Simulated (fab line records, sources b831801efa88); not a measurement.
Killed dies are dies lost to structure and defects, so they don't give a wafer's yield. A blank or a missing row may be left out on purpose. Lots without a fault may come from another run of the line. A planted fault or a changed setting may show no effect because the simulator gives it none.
Which tool did it? | flow gf180mcu | 24 lots, 72 wafers sampled, at 5 steps of a route of 602

WHAT THE GAUGES READ, wafer by wafer
GF_V2_THK_MEAS_25: measures by xrf.
lot  | measured     | on            | V2_W_THK (nm)
L074 | day 20 07:40 | film_metro-01 | 341 340 339
L075 | day 20 15:56 | film_metro-02 | 354 348 350
L076 | day 20 23:23 | film_metro-02 | 348 348 344
L077 | day 21 11:38 | film_metro-04 | 344 347 346
L078 | day 21 18:47 | film_metro-02 | 348 344 349
L079 | day 22 07:32 | film_metro-01 | 340 342 341
L080 | day 22 17:02 | film_metro-01 | 337 340 335
L081 | day 22 22:17 | film_metro-04 | 339 336 338
L082 | day 23 08:50 | film_metro-02 | 347 352 347
L083 | day 23 16:09 | film_metro-01 | 341 340 342
L084 | day 24 01:17 | film_metro-02 | 345 345 344
L085 | day 24 12:51 | film_metro-02 | 351 347 345
L086 | day 24 20:13 | film_metro-02 | 342 344 345
L087 | day 25 03:21 | film_metro-02 | 346 347 350
L088 | day 25 09:46 | film_metro-02 | 348 347 349
L089 | day 25 11:58 | film_metro-02 | 346 346 343
L090 | day 26 02:26 | film_metro-04 | 338 343 343
L091 | day 26 04:31 | film_metro-02 | 344 344 341
L092 | day 26 15:27 | film_metro-01 | 336 339 333
L093 | day 26 20:46 | film_metro-01 | 335 332 333
L094 | day 27 00:31 | film_metro-02 | 345 344 342
L095 | day 27 09:52 | film_metro-04 | 340 341 338
L096 | day 27 16:35 | film_metro-04 | 346 346 347
L097 | day 28 05:19 | film_metro-01 | 339 338 339

GF_M3_CD_MEAS_14: target cd 280 nm.
lot  | measured     | on        | cd_nm (nm)
L074 | day 21 08:33 | cd_sem-01 | 280.4 280.3 281.5
L075 | day 21 15:58 | cd_sem-02 | 278.4 279.1 278.8
L076 | day 21 23:53 | cd_sem-01 | 280.4 279.9 280.2
L077 | day 22 11:58 | cd_sem-02 | 281.8 280.0 281.2
L078 | day 22 18:38 | cd_sem-02 | 280.7 281.8 281.9
L079 | day 23 07:10 | cd_sem-02 | 280.1 280.3 279.0
L080 | day 23 16:08 | cd_sem-02 | 279.3 279.7 278.9
L081 | day 23 21:26 | cd_sem-01 | 282.2 281.3 282.1
L082 | day 24 07:11 | cd_sem-02 | 280.2 279.8 279.7
L083 | day 24 14:25 | cd_sem-02 | 278.1 278.5 279.3
L084 | day 24 23:17 | cd_sem-02 | 279.9 279.2 280.6
L085 | day 25 10:36 | cd_sem-02 | 279.4 279.2 279.8
L086 | day 25 17:43 | cd_sem-01 | 278.6 278.1 279.9
L087 | day 26 00:40 | cd_sem-02 | 279.1 278.2 280.3
L088 | day 26 06:47 | cd_sem-02 | 278.1 279.6 278.6
L089 | day 26 09:43 | cd_sem-01 | 283.5 283.0 282.5
L090 | day 26 23:29 | cd_sem-01 | 280.2 278.9 279.3
L091 | day 27 01:11 | cd_sem-01 | 278.9 279.2 279.7
L092 | day 27 12:35 | cd_sem-02 | 283.1 282.5 282.8
L093 | day 27 16:41 | cd_sem-01 | 278.3 279.1 279.9
L094 | day 27 21:08 | cd_sem-01 | 280.2 280.4 280.1
L095 | day 28 06:11 | cd_sem-02 | 279.7 280.1 280.5
L096 | day 28 12:52 | cd_sem-01 | 277.9 278.5 278.6
L097 | day 29 01:20 | cd_sem-02 | 279.9 280.3 280.7

GF_M4_RS_MEAS_05: measures by four-point-probe.
lot  | measured     | on            | M4_ALCU_RS (ohm/sq)
L074 | day 22 11:45 | film_metro-04 | 0.0657 0.0653 0.0653
L075 | day 22 19:15 | film_metro-04 | 0.0679 0.0678 0.0683
L076 | day 23 02:55 | film_metro-04 | 0.0659 0.0658 0.0661
L077 | day 23 14:05 | film_metro-02 | 0.0669 0.0667 0.0662
L078 | day 23 20:22 | film_metro-03 | 0.0680 0.0675 0.0676
L079 | day 24 08:20 | film_metro-04 | 0.0664 0.0667 0.0663
L080 | day 24 17:06 | film_metro-04 | 0.0672 0.0669 0.0674
L081 | day 24 22:34 | film_metro-03 | 0.0660 0.0661 0.0655
L082 | day 25 08:11 | film_metro-03 | 0.0669 0.0664 0.0664
L083 | day 25 14:50 | film_metro-02 | 0.0664 0.0655 0.0663
L084 | day 25 23:49 | film_metro-03 | 0.0669 0.0678 0.0673
L085 | day 26 10:54 | film_metro-04 | 0.0662 0.0658 0.0660
L086 | day 26 17:48 | film_metro-02 | 0.0667 0.0663 0.0666
L087 | day 27 00:44 | film_metro-04 | 0.0658 0.0658 0.0652
L088 | day 27 06:28 | film_metro-04 | 0.0661 0.0662 0.0654
L089 | day 27 09:15 | film_metro-04 | 0.0666 0.0665 0.0668
L090 | day 27 22:31 | film_metro-03 | 0.0654 0.0659 0.0660
L091 | day 28 00:04 | film_metro-04 | 0.0661 0.0664 0.0663
L092 | day 28 11:15 | film_metro-03 | 0.0671 0.0672 0.0673
L093 | day 28 15:39 | film_metro-04 | 0.0667 0.0674 0.0667
L094 | day 28 19:49 | film_metro-03 | 0.0660 0.0661 0.0661
L095 | day 29 05:06 | film_metro-04 | 0.0665 0.0667 0.0672
L096 | day 29 11:31 | film_metro-02 | 0.0674 0.0669 0.0679
L097 | day 29 23:37 | film_metro-04 | 0.0664 0.0670 0.0669

GF_M4_CD_MEAS_14: target cd 280 nm.
lot  | measured     | on        | cd_nm (nm)
L074 | day 23 10:57 | cd_sem-02 | 278.1 278.9 279.1
L075 | day 23 17:58 | cd_sem-02 | 278.1 280.3 278.4
L076 | day 24 01:11 | cd_sem-01 | 280.5 280.6 280.7
L077 | day 24 11:58 | cd_sem-01 | 280.0 279.6 279.1
L078 | day 24 18:23 | cd_sem-01 | 281.0 281.9 282.6
L079 | day 25 05:30 | cd_sem-01 | 280.6 279.8 281.7
L080 | day 25 14:17 | cd_sem-01 | 280.7 281.3 280.8
L081 | day 25 20:02 | cd_sem-02 | 281.2 280.5 280.8
L082 | day 26 04:56 | cd_sem-02 | 280.1 279.8 278.6
L083 | day 26 11:54 | cd_sem-01 | 278.5 279.7 280.1
L084 | day 26 20:48 | cd_sem-01 | 278.6 278.2 277.0
L085 | day 27 06:58 | cd_sem-01 | 281.5 280.7 280.5
L086 | day 27 14:29 | cd_sem-02 | 280.2 280.6 280.3
L087 | day 27 20:34 | cd_sem-02 | 281.3 280.5 280.5
L088 | day 28 02:01 | cd_sem-01 | 281.0 280.9 282.1
L089 | day 28 04:56 | cd_sem-01 | 280.5 280.1 281.9
L090 | day 28 17:38 | cd_sem-02 | 279.4 279.5 280.1
L091 | day 28 19:17 | cd_sem-01 | 280.3 280.3 279.7
L092 | day 29 06:14 | cd_sem-02 | 279.7 279.3 280.0
L093 | day 29 10:47 | cd_sem-01 | 278.7 278.4 279.2
L094 | day 29 14:08 | cd_sem-01 | 280.6 281.0 280.6
L095 | day 29 23:31 | cd_sem-01 | 278.6 280.3 278.1
L096 | day 30 06:07 | cd_sem-01 | 279.6 279.2 280.4
L097 | day 30 17:23 | cd_sem-02 | 280.7 280.5 281.2

WHICH TOOL RAN EACH LOT (tool, then ch and the chambers of the sampled wafers, then the start)
lot  | GF_M4_SOFTBAKE_10
L074 | litho_track-01 ch 0, day 22 22:58
L075 | litho_track-01 ch 0, day 23 06:20
L076 | litho_track-03 ch 0, day 23 14:08
L077 | litho_track-01 ch 0, day 24 00:55
L078 | litho_track-03 ch 0, day 24 07:02
L079 | litho_track-02 ch 0, day 24 19:19
L080 | litho_track-02 ch 0, day 25 03:29
L081 | litho_track-03 ch 0, day 25 09:38
L082 | litho_track-03 ch 0, day 25 18:29
L083 | litho_track-03 ch 0, day 26 01:00
L084 | litho_track-02 ch 0, day 26 10:17
L085 | litho_track-02 ch 0, day 26 21:10
L086 | litho_track-01 ch 0, day 27 04:08
L087 | litho_track-01 ch 0, day 27 10:49
L088 | litho_track-02 ch 0, day 27 15:56
L089 | litho_track-03 ch 0, day 27 18:47
L090 | litho_track-01 ch 0, day 28 08:05
L091 | litho_track-03 ch 0, day 28 09:41
L092 | litho_track-01 ch 0, day 28 20:32
L093 | litho_track-03 ch 0, day 29 01:32
L094 | litho_track-02 ch 0, day 29 05:05
L095 | litho_track-02 ch 0, day 29 13:56
L096 | litho_track-02 ch 0, day 29 20:58
L097 | litho_track-02 ch 0, day 30 08:17
- GF_M4_SOFTBAKE_10: time 62.04 s.

WHAT THE TOOLS THEMSELVES READ (means of the sampled wafers that have a number; where no wafer has one, the mark that the record gives instead)
GF_M4_SOFTBAKE_10.
lot  | tool           | heater_power_total_W (W) | plate_sensor_t_centre_C (C) | plate_sensor_t_edge_C (C)
L074 | litho_track-01 | 93.23                    | 131.02                      | 131.20
L075 | litho_track-01 | 93.18                    | 131.01                      | 131.21
L076 | litho_track-03 | 93.24                    | 131.01                      | 131.20
L077 | litho_track-01 | 93.17                    | 131.02                      | 131.21
L078 | litho_track-03 | 93.22                    | 131.01                      | 131.20
L079 | litho_track-02 | 93.20                    | 131.01                      | 131.21
L080 | litho_track-02 | 93.19                    | 131.01                      | 131.20
L081 | litho_track-03 | 93.21                    | 131.02                      | 131.21
L082 | litho_track-03 | 93.13                    | 131.02                      | 131.20
L083 | litho_track-03 | 93.23                    | 131.02                      | 131.21
L084 | litho_track-02 | 93.20                    | 131.01                      | 131.21
L085 | litho_track-02 | 93.15                    | 131.01                      | 131.21
L086 | litho_track-01 | 93.12                    | 131.02                      | 131.21
L087 | litho_track-01 | 93.21                    | 131.01                      | 131.20
L088 | litho_track-02 | 93.17                    | 131.02                      | 131.22
L089 | litho_track-03 | 93.10                    | 131.02                      | 131.20
L090 | litho_track-01 | 93.22                    | 131.02                      | 131.22
L091 | litho_track-03 | 93.25                    | 131.02                      | 131.21
L092 | litho_track-01 | 93.22                    | 131.01                      | 131.20
L093 | litho_track-03 | 93.16                    | 131.01                      | 131.21
L094 | litho_track-02 | 93.25                    | 131.02                      | 131.21
L095 | litho_track-02 | 93.21                    | 131.02                      | 131.22
L096 | litho_track-02 | 93.15                    | 131.01                      | 131.21
L097 | litho_track-02 | 93.17                    | 131.00                      | 131.21

THE ANSWER, worked out from the rows above alone
Rule: what is usual is taken from the lots themselves. Put in order of their means at a reading, lots are off if they are a third of the lots or fewer, leave a main group of 4 or more, and stand apart from it by a gap of 3 or more times the standard deviation of the main group's means; of several such gaps the widest counts. A main group whose means are all the same, to the digits that the tables above print for the reading, isn't used. A lot without any number at a reading at which 4 lots or more have one is off too. The other lots that the step has rows for count as sound. The gauges are gone through in route order, then the tools' own readings, and for those a lot's mean is taken as printed above. The first step at which some lot is off is used, and at that step the reading that is off furthest; a lot without a number counts as furthest.
No lot is off at any reading shown: from this, nothing can be told.

WHAT THE SIMULATOR HAD PUT IN
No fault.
